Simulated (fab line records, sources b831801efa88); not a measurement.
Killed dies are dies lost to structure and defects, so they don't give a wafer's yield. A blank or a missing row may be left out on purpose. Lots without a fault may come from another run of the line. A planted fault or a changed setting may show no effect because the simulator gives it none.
A struck lot beside a sound one | flow sky130 | 14 steps out of a route of 708
Sound: wafers L776.2, L776.3, L776.4. Struck: wafers L771.2, L771.4, L771.5. The cause comes at the end.
At each step with rows: each side's tool, then ch and its chambers, then its first start. Under that, the readings that differ: sound wafers | struck wafers | difference of the means | sigmas: that difference in standard deviations of wafers without a fault.
alike: readings whose means differ by less than 2 such deviations, and words and numbers that are the same on both sides. not compared: withheld readings, readings that some wafer has no value for, bounds like >300 that may hide the same value, and numbers for which the record gives no deviation and whose values overlap.
The two part at a step that has a row with sigmas, a row that says differs or no value, or rows on one side only. Numbers that don't overlap but have no deviation are shown without sigmas and don't part them. A reading that every wafer of one side lacks parts them only if that side has two wafers or more.

first, 2 steps without rows for these wafers: SKY_VT_ADJUST_LVTN_PEB_16; SKY_VT_ADJUST_LVTN_DEVELOP_17 (develop time 60 s).
SKY_VT_ADJUST_LVTN_OVL_MEAS_18:
  sound on overlay-02, day 13 14:49; struck on overlay-02, day 12 09:32
  alike: VT_ADJUST_LVTN_01_OVL
then, 1 step without rows for these wafers: SKY_VT_ADJUST_LVTN_IMPLANT_19.
SKY_VT_ADJUST_LVTN_STRIP_20: strips in O2/N2.
  sound on plasma_asher-02 ch 0,1, day 13 14:59; struck on plasma_asher-02 ch 0,1, day 12 09:43
  alike: drypump_motor_current_A, oes_product_au, strip_time_to_endpoint_s
  not compared: rf_hours_counter_h
SKY_VT_ADJUST_LVTN_TW_MEAS_21:
  sound on film_metro-04, day 13 15:06; struck on film_metro-03, day 12 09:49
  alike: VT_ADJUST_LVTN_2_TW
then, 6 steps without rows for these wafers: SKY_VT_ADJUST_NCORE_DEHYDRATE_00 (time 60 s); SKY_VT_ADJUST_NCORE_HMDS_01 (prime time 60 s); SKY_VT_ADJUST_NCORE_COAT_02 (resist thk 1140 nm); SKY_VT_ADJUST_NCORE_SOFTBAKE_03 (time 60 s); SKY_VT_ADJUST_NCORE_EXPOSE_04 (exposes mask LVTN COMPLEMENT THIN, target cd 380 nm); SKY_VT_ADJUST_NCORE_PEB_05.
SKY_VT_ADJUST_NCORE_DEVELOP_06: develop time 60 s.
  sound on litho_track-02 ch 0, day 14 14:46; struck on litho_track-02, day 13 09:13
  no value came back on the struck wafers for chill_plate_temp_C (C), develop_time_s (s), exhaust_pa (Pa); on the sound wafers chill_plate_temp_C (C) reads 22.99 22.98 22.94
SKY_VT_ADJUST_NCORE_CD_MEAS_07: target cd 380 nm.
  sound on cd_sem-02, day 14 14:55; struck on cd_sem-01, day 13 09:22
  reading    | sound             | struck | difference                    | sigmas
  cd_nm (nm) | 377.9 378.0 378.5 | - - -  | no value on the struck wafers |

WHERE THEY PART
First at SKY_VT_ADJUST_NCORE_DEVELOP_06; last, within this record, at SKY_VT_ADJUST_NCORE_CD_MEAS_07.

WHY: what the simulator had put in
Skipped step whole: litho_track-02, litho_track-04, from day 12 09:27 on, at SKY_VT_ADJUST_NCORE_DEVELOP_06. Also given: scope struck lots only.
